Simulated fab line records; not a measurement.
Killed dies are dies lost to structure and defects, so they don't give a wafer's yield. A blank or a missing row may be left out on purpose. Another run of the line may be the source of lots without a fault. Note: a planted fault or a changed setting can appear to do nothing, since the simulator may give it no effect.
Which tool is to blame? | flow gf180mcu | 13 lots, 38 wafers sampled, at 5 steps of a route of 602

== WHAT THE GAUGES SHOWED, per wafer ==
GF_MIM_THK_MEAS_06.
lot  | measured     | on            | MIM_CVD_05_THK (nm)
L505 | day 24 19:49 | film-metro-03 | 42.0 42.5 42.1
L506 | day 25 04:11 | film-metro-02 | 42.3 42.7 42.4
L507 | day 25 21:41 | film-metro-01 | 41.4 41.5 41.9
L508 | day 26 01:37 | film-metro-02 | 41.2 41.4 42.4
L509 | day 26 12:02 | film-metro-01 | 41.8 41.6 42.3
L510 | day 26 17:06 | film-metro-03 | 42.0 42.7 42.5
L511 | day 26 19:51 | film-metro-01 | 42.1 42.1 42.7
L512 | day 26 23:41 | film-metro-02 | 41.3 42.3 42.0
L515 | day 28 07:37 | film-metro-02 | 42.8 42.8 42.8
L516 | day 28 07:55 | film-metro-03 | 41.8 41.4 42.9
L523 | day 30 13:48 | film-metro-02 | 41.9 42.1
L525 | day 31 01:23 | film-metro-01 | 41.6 42.4 41.6
L526 | day 31 02:29 | film-metro-02 | 41.6 41.8 41.8

GF_MIM_RS_MEAS_10: the measuring method here is four-point-probe.
lot  | measured     | on            | MIM_ALCU_RS (ohm/sq)
L505 | day 24 19:59 | film-metro-01 | 0.1582 0.1590 0.1593
L506 | day 25 04:20 | film-metro-03 | 0.1649 0.1648 0.1645
L507 | day 25 21:51 | film-metro-03 | 0.1596 0.1601 0.1577
L508 | day 26 01:46 | film-metro-01 | 0.1601 0.1600 0.1601
L509 | day 26 12:13 | film-metro-01 | 0.1630 0.1621 0.1617
L510 | day 26 17:17 | film-metro-01 | 0.1617 0.1605 0.1617
L511 | day 26 20:01 | film-metro-02 | 0.1635 0.1610 0.1625
L512 | day 26 23:52 | film-metro-03 | 0.1550 0.1572 0.1569
L515 | day 28 07:49 | film-metro-01 | 0.1649 0.1630 0.1627
L516 | day 28 08:04 | film-metro-01 | 0.1613 0.1614 0.1604
L523 | day 30 13:58 | film-metro-02 | 0.1630 0.1617
L525 | day 31 01:32 | film-metro-01 | 0.1605 0.1620 0.1594
L526 | day 31 02:39 | film-metro-02 | 0.1602 0.1612 0.1599

GF_V5_THK_MEAS_01.
lot  | measured     | on            | V5_CVD_00_THK (nm)
L505 | day 26 14:16 | film-metro-03 | 300 306 299
L506 | day 26 22:43 | film-metro-04 | 302 299 301
L507 | day 27 16:10 | film-metro-03 | 300 300 298
L508 | day 27 18:28 | film-metro-03 | 300 296 293
L509 | day 28 05:28 | film-metro-04 | 301 300 302
L510 | day 28 09:55 | film-metro-03 | 301 296 300
L511 | day 28 11:52 | film-metro-03 | 300 298 300
L512 | day 28 17:06 | film-metro-03 | 296 295 300
L515 | day 30 00:19 | film-metro-03 | 297 301 300
L516 | day 30 00:28 | film-metro-04 | 293 296 292
L523 | day 32 02:05 | film-metro-03 | 358 357
L525 | day 32 13:18 | film-metro-03 | 292 295 289
L526 | day 32 14:04 | film-metro-02 | 354 358 357

== WHAT TOOL EACH LOT RAN ON (gives the tool, then ch and the chambers of the sampled wafers, and finally the start) ==
lot  | GF_MIM_SPUTTER_07            | GF_V5_CVD_00
L505 | pvd-sputter-03, day 24 19:52 | hdpcvd-02 ch 0,1,2, day 26 14:13
L506 | pvd-sputter-04, day 25 04:14 | hdpcvd-02 ch 0,2, day 26 22:41
L507 | pvd-sputter-02, day 25 21:45 | hdpcvd-01 ch 0,1,2, day 27 16:08
L508 | pvd-sputter-03, day 26 01:40 | hdpcvd-01 ch 0,1,2, day 27 18:25
L509 | pvd-sputter-04, day 26 12:05 | hdpcvd-01 ch 0,1, day 28 05:25
L510 | pvd-sputter-04, day 26 17:08 | hdpcvd-01 ch 0,1,2, day 28 09:50
L511 | pvd-sputter-03, day 26 19:55 | hdpcvd-02 ch 0,2, day 28 11:50
L512 | pvd-sputter-02, day 26 23:44 | hdpcvd-02 ch 0,1,2, day 28 17:02
L515 | pvd-sputter-03, day 28 07:39 | hdpcvd-01 ch 0,1,2, day 30 00:16
L516 | pvd-sputter-04, day 28 07:58 | hdpcvd-02 ch 0,2, day 30 00:25
L523 | pvd-sputter-03, day 30 13:51 | hdpcvd-01 ch 0,1, day 32 02:02
L525 | pvd-sputter-04, day 31 01:26 | hdpcvd-02 ch 0,2, day 32 13:15
L526 | pvd-sputter-02, day 31 02:33 | hdpcvd-01 ch 0,1,2, day 32 14:01
- GF_MIM_SPUTTER_07: material TiN, target thk 60 nm, time 50 s.
- GF_V5_CVD_00: deposits SiO2, target thk 300 nm, time 50 s.

== WHAT THE TOOLS THEMSELVES READ (means of the sampled wafers that have a number; where no wafer has one, the mark that the record gives instead) ==
GF_MIM_SPUTTER_07.
lot  | tool           | throttle-valve-pct (%)
L505 | pvd-sputter-03 | 29.9
L506 | pvd-sputter-04 | 31.0
L507 | pvd-sputter-02 | 29.7
L508 | pvd-sputter-03 | 30.1
L509 | pvd-sputter-04 | 29.9
L510 | pvd-sputter-04 | 28.9
L511 | pvd-sputter-03 | 30.1
L512 | pvd-sputter-02 | 30.4
L515 | pvd-sputter-03 | 29.8
L516 | pvd-sputter-04 | 29.7
L523 | pvd-sputter-03 | 29.4
L525 | pvd-sputter-04 | 29.3
L526 | pvd-sputter-02 | 29.5

GF_V5_CVD_00.
lot  | tool      | sih4-flow-sccm (sccm)
L505 | hdpcvd-02 | 60.08
L506 | hdpcvd-02 | 60.16
L507 | hdpcvd-01 | 59.88
L508 | hdpcvd-01 | 60.09
L509 | hdpcvd-01 | 60.22
L510 | hdpcvd-01 | 59.97
L511 | hdpcvd-02 | 60.00
L512 | hdpcvd-02 | 60.04
L515 | hdpcvd-01 | 60.07
L516 | hdpcvd-02 | 59.86
L523 | hdpcvd-01 | 72.03
L525 | hdpcvd-02 | 60.06
L526 | hdpcvd-01 | 71.88

== THE ANSWER, worked out from the rows above alone ==
Rule: usual is defined by the lots themselves. The widest of any qualifying gaps counts: lots, ordered by their means at a reading, are off when they make up no more than a third of the lots, leave a main group of 4 or more, and stand apart from it by 3 or more times the standard deviation of that group's means. The tables above print the reading to a certain number of digits; a main group whose means all agree to those digits is not used. A lot without any number at a reading at which 4 lots or more have one is off too. Where the step has rows for the other lots, those lots are counted as sound. Order of review: gauges by route order, followed by the tools' own readings, for which a lot's mean as printed above is used. At the first step where some lot is off, the reading lying furthest off is the one used; lots without a number count as furthest.
Off: L523, L526, seen at GF_V5_THK_MEAS_01 (V5_CVD_00_THK). The main group: mean 298 nm, standard deviation 2.9.
A tool fits if, at a process step before that reading, it ran every lot that is off, and no sound lot after the first of them. Not tried: the gauges at GF_V5_THK_MEAS_01; whatever is off there is also off at GF_V5_CVD_00, on other tools, and gauge error can't account for it. One candidate fits, namely hdpcvd-01 at GF_V5_CVD_00. Its last sound lot is L515 (day 30 00:16), its first lot that is off L523 (day 32 02:02): a fault that began between those two fits.
The tool's own readings at GF_V5_CVD_00 bear it out: on the lots that are off they differ by more than 5 times the standard deviation of the sound lots' means. sih4-flow-sccm reads 71.95 sccm there against 60.04 sccm on the sound lots.

== WHAT THE SIMULATOR PUT IN ==
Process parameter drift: hdpcvd-01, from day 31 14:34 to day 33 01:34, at GF_V5_CVD_00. The setting sih4-flow-sccm was moved by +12, starting from 60. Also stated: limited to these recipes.
Shown lots that were struck: L523, L526. The rule above found the same.
